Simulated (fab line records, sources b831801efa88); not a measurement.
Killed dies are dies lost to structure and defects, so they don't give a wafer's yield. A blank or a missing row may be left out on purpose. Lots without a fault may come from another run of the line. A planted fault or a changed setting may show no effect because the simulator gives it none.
A struck lot beside a sound one | flow sky130 | 22 steps out of a route of 708
Sound: wafers L875.2, L875.3, L875.6. Struck: wafers L868.4, L868.5, L868.6. The cause comes at the end.
At each step with rows: each side's tool, then ch and its chambers, then its first start. Under that, the readings that differ: sound wafers | struck wafers | difference of the means | sigmas: that difference in standard deviations of wafers without a fault.
alike: readings whose means differ by less than 2 such deviations, and words and numbers that are the same on both sides. not compared: withheld readings, readings that some wafer has no value for, bounds like >300 that may hide the same value, and numbers for which the record gives no deviation and whose values overlap.
The two part at a step that has a row with sigmas, a row that says differs or no value, or rows on one side only. Numbers that don't overlap but have no deviation are shown without sigmas and don't part them. A reading that every wafer of one side lacks parts them only if that side has two wafers or more.

first, 1 step without rows for these wafers: SKY_LOCAL_INTERCONNECT_CLEAN_18 (cleans in O3/DIW).
SKY_CONTACT_CVD_00: deposits Si3N4, target thk 75 nm.
  sound on pecvd-02 ch 0,2, day 36 12:44; struck on pecvd-03 ch 0,1,2, day 34 17:01
  alike: heater_power_outer_w, heater_power_w
SKY_CONTACT_THK_MEAS_01:
  sound on film_metro-04, day 36 12:47; struck on film_metro-04, day 34 17:04
  alike: CONTACT_CVD_00_THK
then, 1 step without rows for these wafers: SKY_CONTACT_HDPCVD_02 (deposits SiO2, target thk 565 nm, time 94.2 s).
SKY_CONTACT_THK_MEAS_03:
  sound on film_metro-02, day 36 12:55; struck on film_metro-02, day 34 17:11
  alike: CONTACT_HDPCVD_THK
SKY_CONTACT_CMP_04: polishes SiO2.
  sound on cmp-02 ch 1,2,3, day 36 13:04; struck on cmp-02 ch 0,1,2, day 34 17:19
  alike: head_pressure_psi, motor_current_A, time_to_endpoint_s
SKY_CONTACT_BOW_MEAS_05:
  sound on film_metro-02, day 36 13:17; struck on film_metro-01, day 34 17:35
  alike: CONTACT_BOW
then, 5 steps without rows for these wafers: SKY_CONTACT_DEHYDRATE_06 (time 60 s); SKY_CONTACT_HMDS_07 (prime time 60 s); SKY_CONTACT_COAT_08 (resist thk 60 nm); SKY_CONTACT_COAT_09 (resist thk 450 nm); SKY_CONTACT_SOFTBAKE_10 (time 90 s).
SKY_CONTACT_EXPOSE_11: exposes mask CTM1, target cd 170 nm.
  sound on krf_scanner-02 ch 0, day 37 01:55; struck on krf_scanner-01 ch 0, day 35 07:27
  reading              | sound             | struck            | difference | sigmas
  exposure_dose_mJ_cm2 | 37.97 37.96 37.94 | 36.29 36.33 36.30 | -1.65      | -40
  alike: mask
then, 2 steps without rows for these wafers: SKY_CONTACT_PEB_12; SKY_CONTACT_DEVELOP_13 (develop time 60 s).
SKY_CONTACT_CD_MEAS_14: target cd 170 nm.
  sound on cd_sem-02, day 37 14:43; struck on cd_sem-01, day 35 20:22
  reading    | sound             | struck            | difference | sigmas
  cd_nm (nm) | 171.2 170.0 169.9 | 161.8 161.8 163.1 | -8.1       | -6
  not compared: hold
SKY_CONTACT_OVL_MEAS_15:
  sound on overlay-02, day 37 14:49; struck on overlay-01, day 35 22:07
  reading | sound | struck                                                                     | difference                   | sigmas
  hold    | - - - | await_dispo/1.7h/release await_dispo/1.7h/release await_dispo/1.7h/release | no value on the sound wafers |
  alike: CONTACT_OVL
SKY_CONTACT_ETCH_16: etches BARC in N2/H2, stops on SiO2, time 45.9 s, target depth 60 nm.
  sound on rie_diel-04 ch 0,2,3, day 37 14:51; struck on rie_diel-02 ch 2,3, day 35 22:08
  reading                  | sound           | struck            | difference | sigmas
  model.CONTACT.cd_nm (nm) | 171.8 170 171.3 | 161.5 160.8 163.3 | -9.2       |
  alike: drypump_motor_current_A, n2_flow_sccm, oes_product_au, throttle_valve_pct
  not compared: rf_hours_counter_h
SKY_CONTACT_ETCH_17: etches SiO2 in C4F8/O2/Ar, stops on Si3N4, target depth 340 nm.
  sound on rie_diel-04 ch 0,2,3, day 37 14:53; struck on rie_diel-02 ch 2,3, day 35 22:11
  alike: oes_product_au
SKY_CONTACT_ETCH_18: etches Si3N4 in CHF3/O2, stops on TiN, time 39 s, target depth 75 nm.
  sound on rie_diel-04 ch 0,2,3; struck on rie_diel-02 ch 2,3
  reading                  | sound           | struck            | difference | sigmas
  model.CONTACT.cd_nm (nm) | 172 170.5 171.4 | 161.3 160.6 163.2 | -9.6       |
  alike: drypump_motor_current_A, oes_product_au, throttle_valve_pct
  not compared: rf_hours_counter_h
SKY_CONTACT_STRIP_19: strips in O2/N2.
  sound on plasma_asher-03 ch 0,1, day 37 14:59; struck on plasma_asher-04 ch 0,1, day 35 22:18
  alike: drypump_motor_current_A, n2_flow_sccm, oes_product_au, strip_time_to_endpoint_s
  not compared: rf_hours_counter_h
-- the record jumps here: 13 days lie between the struck wafers' starts before and after (it left off in module CONTACT and takes up again in module PAD_OPEN, whose first step shown is number 708 of the route) --
SKY_PAD_OPEN_PROBE_99:
  sound on prober-02, day 50 06:21; struck on prober-01, day 49 01:25
  reading                       | sound             | struck            | difference | sigmas
  model.etest.mcon_chain.rc_ohm | 16.32 16.53 16.42 | 17.36 17.89 17.54 | +1.17      |
  alike: killed_at_M0_to_M3, killed_at_M4_up, killed_at_contacts, killed_at_front_end, killed_at_other, killed_dies, killed_open, killed_short

WHERE THEY PART
First at SKY_CONTACT_EXPOSE_11; last, within this record, at SKY_CONTACT_OVL_MEAS_15. Later steps at which nothing parts them and some readings are alike: SKY_CONTACT_ETCH_16, SKY_CONTACT_ETCH_17, SKY_CONTACT_ETCH_18, SKY_CONTACT_STRIP_19, SKY_PAD_OPEN_PROBE_99.

WHY: what the simulator had put in
Process parameter drift: krf_scanner-01, from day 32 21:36 on, at SKY_CONTACT_EXPOSE_11. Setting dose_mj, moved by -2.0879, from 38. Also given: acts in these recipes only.
